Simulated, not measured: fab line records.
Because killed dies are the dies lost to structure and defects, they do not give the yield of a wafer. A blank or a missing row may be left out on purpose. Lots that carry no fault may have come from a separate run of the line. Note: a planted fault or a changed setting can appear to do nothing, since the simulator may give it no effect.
Which tool is to blame?	flow gf180mcu	36 wafers from 12 lots sampled at 3 of the route's 602 steps

WHAT EACH GAUGE READ, for each wafer
GF_V4_CD_MEAS_14: target cd 260 nm. Usual: cd_nm reads 259.9 nm (standard deviation 1.4).
lot	measured	on	cd_nm (nm)	flag
L890	day 24 01:49	cd_sem-02	256.8 258.4 257.9	
L891	day 24 13:49	cd_sem-02	260.4 259.8 259.6	
L892	day 25 00:49	cd_sem-02	260.9 260.1 260.6	
L894	day 25 13:52	cd_sem-01	261.2 261.7 260.6	
L897	day 26 23:56	cd_sem-02	260.3 260.6 260.7	
L900	day 27 19:11	cd_sem-01	262.1 260.7 260.8	
L902	day 28 06:45	cd_sem-01	260.7 260.2 260.4	
L907	day 29 19:31	cd_sem-01	259.7 259.7 258.7	
L909	day 30 11:53	cd_sem-01	260.9 260.5 260.6	
L910	day 30 14:34	cd_sem-02	260.3 260.6 260.1	
L912	day 31 06:08	cd_sem-02	262.7 261.9 261.7	
L913	day 31 10:19	cd_sem-02	260.6 261.2 260.7	

GF_V4_OVL_MEAS_15. Usual: V4_OVL 0 nm, standard deviation 5.4.
lot	measured	on	V4_OVL (nm)	flag
L890	day 24 01:56	overlay-01	-4 -9 -9	
L891	day 24 13:55	overlay-02	-4 -4 2	
L892	day 25 00:56	overlay-02	-4 -5 3	
L894	day 25 13:59	overlay-02	1 -1 5	
L897	day 27 00:02	overlay-02	4 3 5	
L900	day 27 19:19	overlay-02	1 1 -4	
L902	day 28 06:50	overlay-01	-10 -11 -2	
L907	day 29 19:36	overlay-01	-12 -12 -19	
L909	day 30 12:01	overlay-02	0 3 5	
L910	day 30 14:40	overlay-01	-4 -14 -4	
L912	day 31 06:14	overlay-01	2 5 3	
L913	day 31 10:26	overlay-01	3 6 8	

WHICH TOOL RAN EACH LOT (tool, then ch and the chambers of the sampled wafers, then the start)
lot	GF_M4_STRIP_17
L890	plasma_asher-01 ch 0,1, day 23 01:37
L891	plasma_asher-02 ch 0,1, day 23 13:53
L892	plasma_asher-04 ch 0,1, day 24 01:19
L894	plasma_asher-02 ch 0,1, day 24 16:35
L897	plasma_asher-04 ch 0,1, day 26 02:23
L900	plasma_asher-01 ch 0,1, day 26 22:16
L902	plasma_asher-01 ch 0,1, day 27 09:37
L907	plasma_asher-04 ch 0,1, day 28 23:16
L909	plasma_asher-04 ch 0,1, day 29 16:07
L910	plasma_asher-04 ch 0,1, day 29 18:57
L912	plasma_asher-04 ch 0,1, day 30 10:34
L913	plasma_asher-01 ch 0,1, day 30 15:53
- GF_M4_STRIP_17: strips in O2/N2.

WHAT THE TOOLS THEMSELVES READ (means of the sampled wafers that have a number; where no wafer has one, the mark that the record gives instead)
GF_M4_STRIP_17. Usual: drypump_motor_current_A 6.08 A, standard deviation 0.23; heater_power_w 342 W, standard deviation 35; oes_product_au 0.558 a.u., standard deviation 0.005; strip_time_to_endpoint_s 7.87 s, standard deviation 0.051.
lot	tool	drypump_motor_current_A (A)	heater_power_w (W)	oes_product_au (a.u.)	strip_time_to_endpoint_s (s)	flag
L890	plasma_asher-01	5.90	377	0.557	7.80	
L891	plasma_asher-02	6.09	345	0.560	7.90	
L892	plasma_asher-04	6.17	307	0.554	7.79	
L894	plasma_asher-02	6.04	363	0.556	7.91	
L897	plasma_asher-04	6.16	305	0.551	7.80	
L900	plasma_asher-01	6.20	387	0.560	7.85	
L902	plasma_asher-01	6.20	378	0.566	7.91	
L907	plasma_asher-04	6.13	293	0.560	7.88	
L909	plasma_asher-04	6.11	300	0.560	7.91	
L910	plasma_asher-04	6.12	302	0.558	7.95	
L912	plasma_asher-04	6.13	294	0.556	7.89	
L913	plasma_asher-01	5.90	376	0.560	7.92	

THE ANSWER, worked out from the rows above alone
Rule: a lot counts as off when the mean over its wafers that have a number is more than 3 standard deviations away from the usual mean. A lot without any number at a reading at which 4 lots or more have one is off too. All remaining lots with rows at the step are treated as sound. After the gauges, taken in route order, come the tools' own readings; for these a lot's mean is taken, as printed above. At the first step where some lot is off, the reading lying furthest off is the one used; lots without a number count as furthest.
No lot is off at any reading shown: from this, nothing can be told.

WHAT WAS PUT IN BY THE SIMULATOR
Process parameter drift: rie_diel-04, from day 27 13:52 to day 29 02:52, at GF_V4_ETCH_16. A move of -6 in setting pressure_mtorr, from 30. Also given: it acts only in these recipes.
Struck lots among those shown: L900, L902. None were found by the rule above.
